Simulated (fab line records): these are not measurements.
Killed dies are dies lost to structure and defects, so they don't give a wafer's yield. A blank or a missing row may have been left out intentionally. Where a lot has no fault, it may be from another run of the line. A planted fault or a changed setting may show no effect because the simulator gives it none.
Chamber matching + flow gf180mcu + GF_V4_CMP_04 on cmp-01 has 4 sister chambers
The step polishes SiO2. 20 wafers are shown with their chamber, then 10 later ones without.

WAFERS WITH THEIR CHAMBER
| wafer  | chamber | motor current A (A) | time to endpoint s (s) |
|--------|---------|---------------------|------------------------|
| L076.2 | 0       | 10.8                | 79                     |
| L076.3 | 2       | 11.7                | 71                     |
| L076.4 | 1       | 14.0                | 80                     |
| L080.1 | 1       | 13.3                | 71                     |
| L080.4 | 2       | 11.7                | 80                     |
| L080.6 | 1       | 13.3                | 73                     |
| L085.3 | 2       | 11.5                | 76                     |
| L085.5 | 1       | 13.2                | 79                     |
| L085.6 | 0       | 10.4                | 80                     |
| L088.2 | 2       | 11.7                | 76                     |
| L088.3 | 0       | 10.5                | 77                     |
| L088.5 | 3       | 11.3                | 79                     |
| L092.4 | 0       | 10.6                | 83                     |
| L092.5 | 3       | 11.1                | 75                     |
| L092.6 | 0       | 10.0                | 88                     |
| L093.3 | 3       | 11.3                | 76                     |
| L093.5 | 0       | 10.6                | 88                     |
| L093.6 | 1       | 12.8                | 82                     |
| L094.1 | 1       | 13.4                | 75                     |
| L094.2 | 2       | 10.5                | 80                     |

SIGNATURES (means of the wafers above)
| reading            | chamber 0 | chamber 1 | chamber 2 | chamber 3 | scatter within a chamber |
|--------------------|-----------|-----------|-----------|-----------|--------------------------|
| motor current A    | 10.483    | 13.333    | 11.420    | 11.233    | 0.374                    |
| time to endpoint s | 82.50     | 76.67     | 76.60     | 76.67     | 4.08                     |
Rule: distance of a wafer from a chamber = root of the sum over the readings of ((wafer's reading minus chamber's mean) / reading's scatter) squared. If the next closest chamber is less than 2 further off than the closest, the wafer can't be placed; otherwise it belongs to the closest. The scatter: the root of (the sum of the squares of (reading less its chamber's mean) over the shown wafers, divided by (wafers less chambers)).

WAFERS MISSING THEIR CHAMBER
| wafer  | motor current A (A) | time to endpoint s (s) |
|--------|---------------------|------------------------|
| L094.6 | 13.4                | 83                     |
| L095.1 | 10.9                | 74                     |
| L095.2 | 12.7                | 73                     |
| L095.3 | 10.5                | 85                     |
| L096.2 | 11.5                | 85                     |
| L096.3 | 13.5                | 82                     |
| L096.4 | 10.8                | 85                     |
| L097.1 | 11.4                | 81                     |
| L097.5 | 11.4                | 87                     |
| L097.6 | 12.8                | 85                     |

CHAMBER TAKEN BY EACH
| wafer  | from the rows above          | in truth |
|--------|------------------------------|----------|
| L094.6 | 1                            | 1        |
| L095.1 | can't be placed: 3 or 2 or 0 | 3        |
| L095.2 | can't be placed: 1 or 2      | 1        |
| L095.3 | 0                            | 0        |
| L096.2 | can't be placed: 2 or 3 or 0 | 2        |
| L096.3 | 1                            | 1        |
| L096.4 | can't be placed: 0 or 3 or 2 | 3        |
| L097.1 | can't be placed: 2 or 3 or 0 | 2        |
| L097.5 | can't be placed: 2 or 3 or 0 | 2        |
| L097.6 | can't be placed: 1 or 2      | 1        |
Correctly placed: 3 of 10. Can't be placed from these rows: 7 (the true chamber is among the candidates in 7). Placed wrongly: 0.
